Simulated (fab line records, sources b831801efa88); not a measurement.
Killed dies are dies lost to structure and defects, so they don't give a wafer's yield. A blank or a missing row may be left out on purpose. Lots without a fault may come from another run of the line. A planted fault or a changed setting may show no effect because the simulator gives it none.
fab line records | flow gf180mcu
record lots=5 wafers=15 last_day=34
route steps=602 shown V2@405 M3@409 V3@429
lots that met no fault: from a run of the same line without faults
start_h: hours from the record's first day to the start of the lot's first wafer shown | wait_h: hours since the lot's step before | " the same as in the row above | L1.1+2: a row that stands for several wafers | - no value, or no start given | * or withheld: withheld | < > ~ a bound
route shown NAME@n: a module of which the file shows steps, and the number in the route of the first | usual: mean/standard deviation of fault-free wafers | same: alike in all rows | chamber/n: place in a boat | sites: the reading at each site | _std_site: their standard deviation | _edge_site: outer sites' mean less inner sites' | radius_mm: how far each site lies from the wafer's centre | mask NAME#n: copy n | behind: the tool/chamber that last shaped the wafer | hold: why the lot was held/for how many hours/how that ended | device: the transistor (n, p or np) that didn't switch | end of line: the same wafers' tests at the end of the route | a step without rows: its recipe alone | killed: dies lost to structure and defects at the first sort, not the wafer's yield | map: a wafer's dies, x killed, . not, _ none there
set.NAME: the setting as run; set.NAME@STEP: as run at that earlier step | model.NAME: the simulator's own value behind a step, which no gauge read
lots at some steps of the route; a table a step, a row a wafer
services: from which hour (start_h, from the record's first day; less than 0 if before it) a tool's chamber was out of use, for how many hours, and why
## steps
# step GF_V2_CVD_23
# recipe material=W target_thk_nm=350 time_s=104.94 temp_c=400 pressure_torr=40
# usual heater_power_w=790/73
# columns lot.wafer tool chamber start_h wait_h heater_power_w
L078.3 cvd_w-02 1 505.16 0.1 859
L078.4 " 1 " " 871
L078.6 " 1 " " 885
L082.1 cvd_w-01 1 538.41 0.0 776
L082.2 " 0 " " 789
L082.4 " 0 " " 796
L081.1 cvd_w-02 0 542.00 0.0 682
L081.4 " 0 " " 677
L081.6 " 0 " " 689
L088.1 cvd_w-02 1 592.14 0.0 871
L088.3 " 1 " " 855
L088.5 " 1 " " 877
L096.2 cvd_w-01 1 643.26 0.0 782
L096.3 " 1 " " 757
L096.6 " 1 " " 790
# step GF_V2_RS_MEAS_24
# recipe thk_meas_gauge=four-point-probe reads=W_of_V2_CVD_23+TiN_of_V2_SPUTTER_22+Ti_of_V2_SPUTTER_21
# usual V2_W_RS=0.327/0.0056
# columns lot.wafer tool chamber start_h wait_h V2_W_RS[ohm/sq]
L078.3 film_metro-02 - 505.35 0.2 0.326
L078.4 " - " " 0.322
L078.6 " - " " 0.323
L082.1 film_metro-04 - 538.53 0.1 0.335
L082.2 " - " " 0.321
L082.4 " - " " 0.322
L081.1 film_metro-03 - 542.11 0.1 0.331
L081.4 " - " " 0.331
L081.6 " - " " 0.330
L088.1 film_metro-02 - 592.25 0.1 0.322
L088.3 " - " " 0.326
L088.5 " - " " 0.323
L096.2 film_metro-04 - 643.40 0.1 0.332
L096.3 " - " " 0.328
L096.6 " - " " 0.329
# step GF_V2_THK_MEAS_25
# recipe thk_meas_gauge=xrf reads=W_of_V2_CVD_23
# usual V2_W_THK=365/6.8
# columns lot.wafer tool chamber start_h wait_h V2_W_THK[nm]
L078.3 film_metro-02 - 505.45 0.1 366
L078.4 " - " " 369
L078.6 " - " " 370
L082.1 film_metro-04 - 538.65 0.1 353
L082.2 " - " " 368
L082.4 " - " " 368
L081.1 film_metro-03 - 542.23 0.1 362
L081.4 " - " " 360
L081.6 " - " " 365
L088.1 film_metro-02 - 592.37 0.1 369
L088.3 " - " " 363
L088.5 " - " " 372
L096.2 film_metro-04 - 643.51 0.1 357
L096.3 " - " " 363
L096.6 " - " " 361
# step GF_V2_CMP_26
# recipe stop_on=SiO2 down_force_psi=3.5 platen_rpm=60 t_overpolish_s=15 target_thk_nm=0 pad_velocity_m_s=0.94248
# usual motor_current_A=11.8/1.2 overpolish_run_s=15.000/0.0089 time_to_endpoint_s=87/3.8
# columns lot.wafer tool chamber start_h wait_h motor_current_A overpolish_run_s time_to_endpoint_s
L078.3 cmp-01 1 505.54 0.1 11.4 15.001 87
L078.4 " 2 " " 10.3 15.017 86
L078.6 " 1 " " 12.1 14.997 84
L082.4 cmp-01 3 538.71 0.0 11.2 14.990 96
L082.2 " 0 " " 11.5 14.989 92
L082.1 " 2 " " 10.0 15.001 88
L081.4 cmp-02 1 545.59 3.3 11.4 15.005 88
L081.1 " 2 " " 13.6 14.985 83
L081.6 " 0 " " 11.3 15.000 84
L088.1 cmp-01 0 592.48 0.1 11.6 14.998 90
L088.3 " 2 " " 10.0 15.007 88
L088.5 " 3 " " 12.2 15.014 90
L096.3 cmp-02 3 643.61 0.1 11.1 15.012 88
L096.2 " 0 " " 11.1 14.993 84
L096.6 " 2 " " 13.1 15.006 84
# step GF_M3_SPUTTER_00
# recipe material=Ti target_thk_nm=37.5 arriving_ion_energy_ev=80 substrate_temp_c=200 chamber_pressure_pa=2 power_w=4000 time_s=150
# usual throttle_valve_pct=29.7/0.69
# columns lot.wafer tool chamber start_h wait_h throttle_valve_pct
L078.3 pvd_sputter-04 - 505.79 0.2 30.6
L078.4 " - " " 27.8
L078.6 " - " " 29.1
L082.1 pvd_sputter-01 - 539.01 0.1 29.0
L082.2 " - " " 30.3
L082.4 " - " " 30.3
L081.1 pvd_sputter-01 - 545.79 0.1 30.0
L081.4 " - " " 30.3
L081.6 " - " " 29.3
L088.1 pvd_sputter-02 - 592.73 0.2 29.9
L088.3 " - " " 28.7
L088.5 " - " " 28.8
L096.2 pvd_sputter-04 - 643.86 0.1 29.6
L096.3 " - " " 27.9
L096.6 " - " " 29.2
# step GF_M3_SPUTTER_01
# recipe material=TiN target_thk_nm=30 power_w=6500 time_s=25 chamber_pressure_pa=0.4
# usual throttle_valve_pct=29.6/0.68
# columns lot.wafer tool chamber start_h wait_h throttle_valve_pct
L078.3 pvd_sputter-04 - 505.89 0.1 30.6
L078.4 " - " " 28.0
L078.6 " - " " 29.2
L082.1 pvd_sputter-01 - 539.11 0.1 29.3
L082.2 " - " " 30.5
L082.4 " - " " 29.6
L081.1 pvd_sputter-01 - 545.89 0.1 29.7
L081.4 " - " " 29.9
L081.6 " - " " 29.1
L088.1 pvd_sputter-02 - 592.83 0.1 30.2
L088.3 " - " " 28.7
L088.5 " - " " 28.9
L096.2 pvd_sputter-04 - 643.96 0.1 29.4
L096.3 " - " " 27.8
L096.6 " - " " 29.1
# step GF_M3_SPUTTER_02
# recipe material=AlCu target_thk_nm=450 power_w=10600 time_s=23.9 chamber_pressure_pa=0.4
# usual throttle_valve_pct=29.7/0.7
# columns lot.wafer tool chamber start_h wait_h throttle_valve_pct
L078.3 pvd_sputter-04 - 505.92 0.0 30.7
L078.4 " - " " 27.9
L078.6 " - " " 29.0
L082.1 pvd_sputter-01 - 539.14 0.0 28.9
L082.2 " - " " 30.1
L082.4 " - " " 29.8
L081.1 pvd_sputter-01 - 545.92 0.0 29.9
L081.4 " - " " 30.0
L081.6 " - " " 29.1
L088.1 pvd_sputter-02 - 592.86 0.0 30.2
L088.3 " - " " 28.8
L088.5 " - " " 28.5
L096.2 pvd_sputter-04 - 643.99 0.0 29.3
L096.3 " - " " 27.7
L096.6 " - " " 29.2
# step GF_M3_SPUTTER_03
# recipe material=Ti target_thk_nm=10 substrate_temp_c=300 chamber_pressure_pa=0.3 power_w=3000 time_s=6.7
# usual throttle_valve_pct=29.7/0.67
# columns lot.wafer tool chamber start_h wait_h throttle_valve_pct
L078.3 pvd_sputter-04 - 505.95 0.0 30.4
L078.4 " - " " 28.1
L078.6 " - " " 29.2
L082.1 pvd_sputter-01 - 539.17 0.0 28.9
L082.2 " - " " 30.1
L082.4 " - " " 29.8
L081.1 pvd_sputter-01 - 545.95 0.0 29.7
L081.4 " - " " 30.1
L081.6 " - " " 29.3
L088.1 pvd_sputter-02 - 592.89 0.0 29.8
L088.3 " - " " 28.9
L088.5 " - " " 29.0
L096.2 pvd_sputter-04 - 644.02 0.0 29.3
L096.3 " - " " 28.0
L096.6 " - " " 29.2
# step GF_M3_SPUTTER_04
# recipe material=TiN target_thk_nm=50 power_w=6500 time_s=41.7 chamber_pressure_pa=0.4
# usual throttle_valve_pct=29.7/0.71
# columns lot.wafer tool chamber start_h wait_h throttle_valve_pct
L078.3 pvd_sputter-04 - 505.97 0.0 30.6
L078.4 " - " " 27.7
L078.6 " - " " 29.2
L082.1 pvd_sputter-01 - 539.19 0.0 29.1
L082.2 " - " " 30.2
L082.4 " - " " 29.8
L081.1 pvd_sputter-01 - 545.97 0.0 29.7
L081.4 " - " " 30.3
L081.6 " - " " 29.3
L088.1 pvd_sputter-02 - 592.91 0.0 30.3
L088.3 " - " " 28.7
L088.5 " - " " 28.9
L096.2 pvd_sputter-04 - 644.04 0.0 29.4
L096.3 " - " " 27.8
L096.6 " - " " 29.3
# step GF_M3_RS_MEAS_05
# recipe thk_meas_gauge=four-point-probe reads=TiN_of_M3_SPUTTER_04+Ti_of_M3_SPUTTER_03+AlCu_of_M3_SPUTTER_02+TiN_of_M3_SPUTTER_01+Ti_of_M3_SPUTTER_00
# usual M3_ALCU_RS=0.0690/0.00076
# columns lot.wafer tool chamber start_h wait_h M3_ALCU_RS[ohm/sq]
L078.3 film_metro-02 - 506.05 0.1 0.0697
L078.4 " - " " 0.0687
L078.6 " - " " 0.0683
L082.1 film_metro-03 - 539.23 0.0 0.0682
L082.2 " - " " 0.0680
L082.4 " - " " 0.0688
L081.1 film_metro-03 - 546.01 0.0 0.0686
L081.4 " - " " 0.0679
L081.6 " - " " 0.0680
L088.1 film_metro-01 - 592.95 0.0 0.0684
L088.3 " - " " 0.0688
L088.5 " - " " 0.0688
L096.2 film_metro-03 - 644.10 0.0 0.0684
L096.3 " - " " 0.0700
L096.6 " - " " 0.0689
# step GF_M3_THK_MEAS_06
# recipe thk_meas_gauge=xrf reads=AlCu_of_M3_SPUTTER_02
# usual M3_ALCU_THK=443/6
# columns lot.wafer tool chamber start_h wait_h M3_ALCU_THK[nm]
L078.3 film_metro-02 - 506.15 0.1 436
L078.4 " - " " 442
L078.6 " - " " 445
L082.1 film_metro-03 - 539.35 0.1 451
L082.2 " - " " 450
L082.4 " - " " 448
L081.1 film_metro-03 - 546.13 0.1 449
L081.4 " - " " 453
L081.6 " - " " 450
L088.1 film_metro-01 - 593.07 0.1 447
L088.3 " - " " 446
L088.5 " - " " 445
L096.2 film_metro-03 - 644.21 0.1 451
L096.3 " - " " 444
L096.6 " - " " 450
# step GF_M3_DEHYDRATE_07
# recipe temp_c=200 time_s=60
# usual chill_plate_temp_C=23.01/0.11 exhaust_pa=45.0/0.9
# columns lot.wafer tool chamber start_h wait_h chill_plate_temp_C exhaust_pa
L078.3 litho_track-02 0 517.14 11.0 22.86 44.7
L078.4 " 0 " " 22.73 44.6
L078.6 " 0 " " 23.05 44.7
L082.1 litho_track-02 0 549.18 9.8 23.00 45.9
L082.2 " 0 " " 22.97 45.4
L082.4 " 0 " " 23.04 44.7
L081.1 litho_track-01 0 556.02 9.9 23.13 46.1
L081.4 " 0 " " 22.91 46.1
L081.6 " 0 " " 22.87 45.4
L088.1 litho_track-02 0 602.43 9.4 22.98 42.6
L088.3 " 0 " " 23.01 44.4
L088.5 " 0 " " 22.93 44.6
L096.2 litho_track-01 0 653.89 9.7 23.14 44.4
L096.3 " 0 " " 23.07 43.6
L096.6 " 0 " " 23.07 45.0
# step GF_M3_HMDS_08
# recipe prime_time_s=60 prime_temp_c=120
# usual chill_plate_temp_C=23.00/0.096 exhaust_pa=45.1/0.98
# columns lot.wafer tool chamber start_h wait_h chill_plate_temp_C exhaust_pa
L078.3 litho_track-02 0 517.29 0.1 22.91 44.5
L078.4 " 0 " " 22.91 44.6
L078.6 " 0 " " 22.95 44.4
L082.1 litho_track-02 0 549.33 0.1 23.12 45.6
L082.2 " 0 " " 23.14 45.2
L082.4 " 0 " " 23.08 45.4
L081.1 litho_track-01 0 556.17 0.1 22.93 44.4
L081.4 " 0 " " 23.01 45.4
L081.6 " 0 " " 22.88 43.7
L088.1 litho_track-02 0 602.58 0.1 22.91 47.5
L088.3 " 0 " " 23.14 45.7
L088.5 " 0 " " 23.04 47.9
L096.2 litho_track-01 0 654.04 0.1 22.85 44.5
L096.3 " 0 " " 22.98 44.6
L096.6 " 0 " " 22.92 43.1
# step GF_M3_COAT_09
# recipe resist=KrF spin_rpm=withheld resist_thk_nm=1000
# usual chill_plate_temp_C=22.99/0.11 exhaust_pa=45.1/0.88
# columns lot.wafer tool chamber start_h wait_h chill_plate_temp_C exhaust_pa
L078.3 litho_track-02 0 517.44 0.1 22.87 46.3
L078.4 " 0 " " 23.07 44.7
L078.6 " 0 " " 23.07 46.4
L082.1 litho_track-02 0 549.48 0.1 22.97 44.7
L082.2 " 0 " " 22.92 45.5
L082.4 " 0 " " 22.82 44.3
L081.1 litho_track-01 0 556.32 0.1 22.86 46.9
L081.4 " 0 " " 23.10 46.4
L081.6 " 0 " " 23.09 45.2
L088.1 litho_track-02 0 602.73 0.1 23.03 44.1
L088.3 " 0 " " 22.91 45.0
L088.5 " 0 " " 23.09 44.4
L096.2 litho_track-01 0 654.19 0.1 23.06 46.5
L096.3 " 0 " " 23.03 46.8
L096.6 " 0 " " 23.08 47.2
# step GF_M3_SOFTBAKE_10
# recipe temp_c=130 time_s=62.14 resist=KrF
# usual chill_plate_temp_C=22.99/0.11 exhaust_pa=45.1/0.82 plate_sensor_t_centre_C=131.01/0.011 plate_sensor_t_edge_C=131.21/0.01
# columns lot.wafer tool chamber start_h wait_h chill_plate_temp_C exhaust_pa plate_sensor_t_centre_C plate_sensor_t_edge_C
L078.3 litho_track-02 0 517.59 0.1 22.97 45.7 131.02 131.22
L078.4 " 0 " " 22.95 45.9 131.02 131.22
L078.6 " 0 " " 23.09 44.7 131.02 131.2
L082.1 litho_track-02 0 549.63 0.1 22.83 44.9 131.01 131.21
L082.2 " 0 " " 22.99 45.8 131.02 131.21
L082.4 " 0 " " 23.03 45.6 131.01 131.22
L081.1 litho_track-01 0 556.47 0.1 22.84 46.2 131.03 131.18
L081.4 " 0 " " 22.77 44.8 131.02 131.21
L081.6 " 0 " " 22.85 45.8 131.01 131.22
L088.1 litho_track-02 0 602.88 0.1 23.05 44.1 131.02 131.21
L088.3 " 0 " " 23.00 44.4 131.01 131.2
L088.5 " 0 " " 23.05 44.4 131.03 131.22
L096.2 litho_track-01 0 654.34 0.1 22.90 44.2 131.01 131.19
L096.3 " 0 " " 22.84 46.1 131.01 131.22
L096.6 " 0 " " 22.93 44.5 131.02 131.21
# step GF_M3_EXPOSE_11
# recipe mask_id=Metal3 target_cd_nm=280 na=0.68 source_shape=conventional sigma_outer=0.6 dose_mj=28
# columns lot.wafer tool chamber start_h wait_h mask
L078.3+4+6 krf_scanner-02 0 - - Metal3#0
L082.1+2+4 krf_scanner-02 0 - - Metal3#0
L081.1+4+6 krf_scanner-01 0 - - Metal3#0
L088.1+3+5 krf_scanner-01 0 - - Metal3#0
L096.2+3+6 krf_scanner-01 0 - - Metal3#0
# step GF_M3_PEB_12
# recipe peb_temp_c=135 peb_time_s=90 resist=KrF
# usual chill_plate_temp_C=23.01/0.11 exhaust_pa=45.1/0.97
# columns lot.wafer tool chamber start_h wait_h chill_plate_temp_C exhaust_pa
L078.3 litho_track-04 0 - - 22.85 45.9
L078.4 " 0 " " 23.02 44.7
L078.6 " 0 " " 23.02 45.2
L082.1 litho_track-04 0 - - 22.98 43.1
L082.2 " 0 " " 22.98 45.2
L082.4 " 0 " " 22.93 44.9
L081.1 litho_track-01 0 - - 23.01 45.3
L081.4 " 0 " " 23.04 45.9
L081.6 " 0 " " 22.87 44.9
L088.1 litho_track-04 0 - - 23.02 44.2
L088.3 " 0 " " 23.00 45.9
L088.5 " 0 " " 22.82 44.4
L096.2 litho_track-02 0 - - 22.94 45.1
L096.3 " 0 " " 23.08 46.2
L096.6 " 0 " " 23.00 44.8
# step GF_M3_DEVELOP_13
# recipe develop_time_s=60 dev_temp_c=21
# usual chill_plate_temp_C=23.00/0.092 exhaust_pa=44.9/1
# columns lot.wafer tool chamber start_h wait_h chill_plate_temp_C exhaust_pa
L078.3 litho_track-04 0 528.85 0.1 22.88 43.1
L078.4 " 0 " " 22.90 45.1
L078.6 " 0 " " 22.90 44.8
L082.1 litho_track-04 0 561.05 0.2 23.12 44.5
L082.2 " 0 " " 23.21 45.0
L082.4 " 0 " " 22.98 45.6
L081.1 litho_track-01 0 567.72 0.2 22.84 43.3
L081.4 " 0 " " 23.01 45.9
L081.6 " 0 " " 22.86 44.6
L088.1 litho_track-04 0 613.65 0.2 22.97 43.5
L088.3 " 0 " " 22.89 42.7
L088.5 " 0 " " 22.96 44.1
L096.2 litho_track-02 0 663.56 0.2 23.07 44.8
L096.3 " 0 " " 23.17 45.5
L096.6 " 0 " " 22.91 44.7
# step GF_M3_CD_MEAS_14
# recipe target_cd_nm=280
# usual cd_nm=279.9/1.2
# columns lot.wafer tool chamber start_h wait_h cd_nm
L078.3 cd_sem-02 - 528.99 0.1 280.7
L078.4 " - " " 279.5
L078.6 " - " " 279.2
L082.1 cd_sem-01 - 561.20 0.1 279.6
L082.2 " - " " 279.4
L082.4 " - " " 278.5
L081.1 cd_sem-02 - 567.87 0.1 278.1
L081.4 " - " " 278.9
L081.6 " - " " 277.7
L088.1 cd_sem-01 - 613.80 0.1 280.6
L088.3 " - " " 278.7
L088.5 " - " " 279.2
L096.2 cd_sem-02 - 663.70 0.1 280.6
L096.3 " - " " 280.0
L096.6 " - " " 280.3
# step GF_M3_OVL_MEAS_15
# usual M3_OVL=5/5.1
# columns lot.wafer tool chamber start_h wait_h M3_OVL[nm]
L078.3 overlay-02 - 529.08 0.1 0
L078.4 " - " " 5
L078.6 " - " " -2
L082.1 overlay-02 - 561.32 0.1 5
L082.2 " - " " -3
L082.4 " - " " 5
L081.1 overlay-02 - 567.99 0.1 6
L081.4 " - " " 6
L081.6 " - " " 1
L088.1 overlay-01 - 613.92 0.1 4
L088.3 " - " " 6
L088.5 " - " " 6
L096.2 overlay-01 - 663.81 0.1 6
L096.3 " - " " 4
L096.6 " - " " 2
# step GF_M3_METAL_ETCH_16
# recipe chemistry=Cl2/BCl3 mask_material=KrF target_depth_nm=750.8 stop_on=SiO2 pressure_mtorr=8 icp_w=800 bias_w=140 Cl2_flow_sccm=80 bcl3_flow_sccm=40 time_s=125.1
# usual drypump_motor_current_A=5.4/0.45 mfc_cl2_sccm=79.99/0.25 oes_product_au=0.989/0.0083 throttle_valve_pct=28.231/0.011
# columns lot.wafer tool chamber start_h wait_h drypump_motor_current_A mfc_cl2_sccm oes_product_au rf_hours_counter_h throttle_valve_pct
L078.3 rie_metal-02 0 529.19 0.1 5.3 79.80 0.996 - 28.224
L078.4 " 0 " " 5.3 80.07 0.993 - 28.230
L078.6 " 0 " " 5.3 80.07 0.992 - 28.222
L082.1 rie_metal-02 0 561.36 0.0 5.3 79.86 0.995 12 28.225
L082.2 " 1 " " 5.1 80.07 0.982 1 28.237
L082.4 " 0 " " 5.3 79.73 0.991 - 28.215
L081.1 rie_metal-03 1 568.02 0.0 6.3 80.22 0.968 2 28.263
L081.4 " 0 " " 5.5 79.96 1.002 - 28.219
L081.6 " 1 " " 6.3 79.96 0.976 - 28.249
L088.1 rie_metal-03 0 613.96 0.0 5.5 79.77 0.999 14 28.213
L088.3 " 0 " " 5.5 79.84 0.996 - 28.226
L088.5 " 1 " " 6.3 79.80 0.981 - 28.253
L096.2 rie_metal-02 0 663.84 0.0 5.3 79.62 0.988 16 28.235
L096.3 " 1 " " 5.1 80.36 0.985 - 28.228
L096.6 " 0 " " 5.3 79.29 0.977 - 28.229
# step GF_M3_STRIP_17
# recipe chemistry=O2/N2 power_w=1400 pressure_mtorr=1500 platen_temp_c=250 o2_flow_sccm=3000 n2_flow_sccm=300 overash_fraction=0.5
# usual drypump_motor_current_A=5.8/0.37 heater_power_w=321/17 oes_product_au=0.537/0.0054 platen_temp_c=249.98/0.17 strip_time_to_endpoint_s=7.37/0.08
# columns lot.wafer tool chamber start_h wait_h drypump_motor_current_A heater_power_w oes_product_au platen_temp_c rf_hours_counter_h strip_time_to_endpoint_s
L078.3 plasma_asher-01 1 529.40 0.2 5.5 332 0.536 249.82 - 7.37
L078.4 " 0 " " 5.9 326 0.542 250.08 - 7.39
L078.6 " 1 " " 5.5 342 0.534 250.02 - 7.35
L082.1 plasma_asher-02 0 561.49 0.1 6.4 317 0.532 250.17 93 7.43
L082.2 " 1 " " 5.9 295 0.547 250.02 93 7.45
L082.4 " 0 " " 6.4 334 0.529 250.02 - 7.38
L081.1 plasma_asher-01 1 568.15 0.1 5.5 339 0.539 250.12 48 7.46
L081.4 " 0 " " 5.9 327 0.532 249.61 - 7.21
L081.6 " 0 " " 6.0 323 0.539 249.66 - 7.41
L088.1 plasma_asher-01 0 614.09 0.1 5.9 320 0.537 249.75 53 7.28
L088.3 " 0 " " 5.9 321 0.531 249.75 - 7.25
L088.5 " 0 " " 5.9 332 0.534 249.95 - 7.41
L096.2 plasma_asher-04 1 663.97 0.1 5.2 301 0.540 250.25 89 7.33
L096.3 " 0 " " 6.0 328 0.538 249.91 - 7.45
L096.6 " 1 " " 5.2 303 0.530 250.17 - 7.36
# step GF_M3_STRIP_18
# recipe chemistry=post_etch_residue_remover time_s=1200 temp_c=72.5
# columns lot.wafer tool chamber start_h wait_h
L078.3+4+6 wet_bench-02 2 529.47 0.0
L082.1+2+4 wet_bench-03 1 561.59 0.1
L081.1+4+6 wet_bench-03 2 568.25 0.1
L088.1+3+5 wet_bench-02 3 614.19 0.1
L096.2+3+6 wet_bench-02 0 664.07 0.1
# step GF_M3_CLEAN_19
# recipe chemistry=DIW dry=n2_spin
# columns lot.wafer tool chamber start_h wait_h
L078.3+4+6 wet_bench-01 1 529.81 0.0
L082.1+2+4 wet_bench-01 3 561.96 0.0
L081.1+4+6 wet_bench-01 2 568.59 0.0
L088.1+3+5 wet_bench-03 3 614.56 0.0
L096.2+3+6 wet_bench-01 3 664.41 0.0
# step GF_V3_CVD_00
# recipe material=SiO2 target_thk_nm=600 sigma_open_frac=0.3 temp_c=400 time_s=100 sih4_flow_sccm=60 pressure_mtorr=6
# columns lot.wafer tool chamber start_h wait_h
L078.3+4+6 hdpcvd-01 0,2,1 529.90 0.0
L082.1+2+4 hdpcvd-02 0,1,0 562.06 0.0
L081.1+4+6 hdpcvd-02 0,0,2 568.69 0.0
L088.1+3+5 hdpcvd-01 1,2,2 614.65 0.0
L096.2+3+6 hdpcvd-02 0,1,0 664.51 0.0
# step GF_V3_THK_MEAS_01
# recipe reads=SiO2_of_V3_CVD_00
# usual V3_CVD_00_THK=596/6.2
# columns lot.wafer tool chamber start_h wait_h V3_CVD_00_THK[nm]
L078.3 film_metro-04 - 529.99 0.1 606
L078.4 " - " " 597
L078.6 " - " " 606
L082.1 film_metro-04 - 562.13 0.0 595
L082.2 " - " " 604
L082.4 " - " " 597
L081.1 film_metro-02 - 568.76 0.0 585
L081.4 " - " " 591
L081.6 " - " " 593
L088.1 film_metro-04 - 614.76 0.1 603
L088.3 " - " " 589
L088.5 " - " " 593
L096.2 film_metro-04 - 664.61 0.1 588
L096.3 " - " " 597
L096.6 " - " " 591
# step GF_V3_CVD_02
# recipe material=SiO2 target_thk_nm=850 precursor=TEOS temp_c=400 time_s=94.851 rf_w=600
# usual heater_power_w=702/76
# columns lot.wafer tool chamber start_h wait_h heater_power_w
L078.3 pecvd-03 0 530.07 0.1 655
L078.4 " 1 " " 714
L078.6 " 0 " " 544
L082.1 pecvd-02 1 562.19 0.1 763
L082.2 " 0 " " 739
L082.4 " 2 " " 642
L081.1 pecvd-01 2 568.82 0.1 899
L081.4 " 1 " " 681
L081.6 " 2 " " 726
L088.1 pecvd-02 2 614.82 0.1 803
L088.3 " 0 " " 692
L088.5 " 0 " " 742
L096.2 pecvd-02 1 664.66 0.0 675
L096.3 " 2 " " 676
L096.6 " 2 " " 747
# step GF_V3_THK_MEAS_03
# recipe reads=SiO2_of_V3_CVD_02
# usual V3_CVD_02_THK=846/12
# columns lot.wafer tool chamber start_h wait_h V3_CVD_02_THK[nm]
L078.3 film_metro-02 - 530.16 0.1 837
L078.4 " - " " 852
L078.6 " - " " 838
L082.1 film_metro-02 - 562.26 0.0 827
L082.2 " - " " 832
L082.4 " - " " 846
L081.1 film_metro-01 - 568.89 0.0 826
L081.4 " - " " 849
L081.6 " - " " 851
L088.1 film_metro-01 - 614.89 0.0 843
L088.3 " - " " 841
L088.5 " - " " 852
L096.2 film_metro-01 - 664.74 0.0 835
L096.3 " - " " 858
L096.6 " - " " 869
# step GF_V3_CMP_04
# recipe material=SiO2 down_force_psi=4 platen_rpm=60 pad_velocity_m_s=0.94248
# usual motor_current_A=12.7/1.3 time_to_endpoint_s=80/5.9
# columns lot.wafer tool chamber start_h wait_h motor_current_A time_to_endpoint_s
L078.3 cmp-01 3 530.25 0.1 13.4 86
L078.4 " 0 " " 12.8 88
L078.6 " 2 " " 10.6 84
L082.2 cmp-02 3 562.32 0.0 12.5 79
L082.1 " 0 " " 12.1 73
L082.4 " 1 " " 12.3 85
L081.1 cmp-01 3 569.00 0.1 12.7 82
L081.4 " 1 " " 12.5 83
L081.6 " 3 " " 12.4 90
L088.3 cmp-01 0 615.00 0.1 12.8 73
L088.1 " 1 " " 12.8 77
L088.5 " 0 " " 12.6 80
L096.2 cmp-02 0 664.79 0.0 13.5 72
L096.3 " 2 " " 16.1 83
L096.6 " 0 " " 12.0 89
# step GF_V3_BOW_MEAS_05
# recipe mode=bow
# usual V3_BOW=116/8.8
# columns lot.wafer tool chamber start_h wait_h V3_BOW[um]
L078.3 film_metro-04 - 530.54 0.2 109
L078.4 " - " " 119
L078.6 " - " " 122
L082.1 film_metro-04 - 562.62 0.2 109
L082.2 " - " " 110
L082.4 " - " " 115
L081.1 film_metro-01 - 569.25 0.2 120
L081.4 " - " " 120
L081.6 " - " " 124
L088.1 film_metro-01 - 615.25 0.1 116
L088.3 " - " " 109
L088.5 " - " " 136
L096.2 film_metro-02 - 665.11 0.3 124
L096.3 " - " " 122
L096.6 " - " " 132
# step GF_V3_DEHYDRATE_06
# recipe temp_c=200 time_s=60
# usual chill_plate_temp_C=23.00/0.1 exhaust_pa=45.0/0.8
# columns lot.wafer tool chamber start_h wait_h chill_plate_temp_C exhaust_pa
L078.3 litho_track-02 0 541.18 10.6 23.07 45.1
L078.4 " 0 " " 22.91 47.4
L078.6 " 0 " " 23.27 45.6
L082.1 litho_track-02 0 572.98 10.3 23.01 44.2
L082.2 " 0 " " 22.83 44.7
L082.4 " 0 " " 22.85 44.0
L081.1 litho_track-04 0 579.20 9.9 22.90 44.7
L081.4 " 0 " " 22.86 45.3
L081.6 " 0 " " 22.90 46.3
L088.1 litho_track-02 0 624.58 9.3 23.06 44.7
L088.3 " 0 " " 23.04 44.2
L088.5 " 0 " " 23.01 45.4
L096.2 litho_track-02 0 674.51 9.4 23.06 46.1
L096.3 " 0 " " 22.95 44.3
L096.6 " 0 " " 23.14 44.5
## services
# columns tool chamber start_h hours kind
krf_scanner-01 - 487.36 4.0 pm
cmp-02 - 490.84 6.0 pm
hdpcvd-02 - 491.50 2.8 pm
cvd_w-02 0 500.35 4.8 repair
hdpcvd-02 1 517.75 7.5 repair
cmp-02 - 538.17 5.8 pm
hdpcvd-02 - 542.13 1.2 repair
rie_metal-02 - 550.70 2.8 pm
cmp-02 - 554.03 1.0 repair
pvd_sputter-02 - 559.77 2.9 repair
pvd_sputter-02 - 560.86 6.2 repair
cmp-01 - 572.26 4.0 pm
plasma_asher-01 - 581.03 1.3 repair
krf_scanner-01 - 582.78 1.0 pm
cvd_w-02 - 587.53 2.8 pm
hdpcvd-02 - 597.37 5.5 pm
krf_scanner-01 - 599.82 1.3 pm
pvd_sputter-04 - 611.37 0.9 repair
cmp-02 - 619.04 9.2 pm
cmp-01 - 627.24 1.4 repair
pecvd-02 - 633.81 1.8 repair
cvd_w-02 - 634.51 6.9 pm
krf_scanner-01 - 641.51 0.8 pm
pecvd-02 - 648.99 2.8 pm
## key
fault none
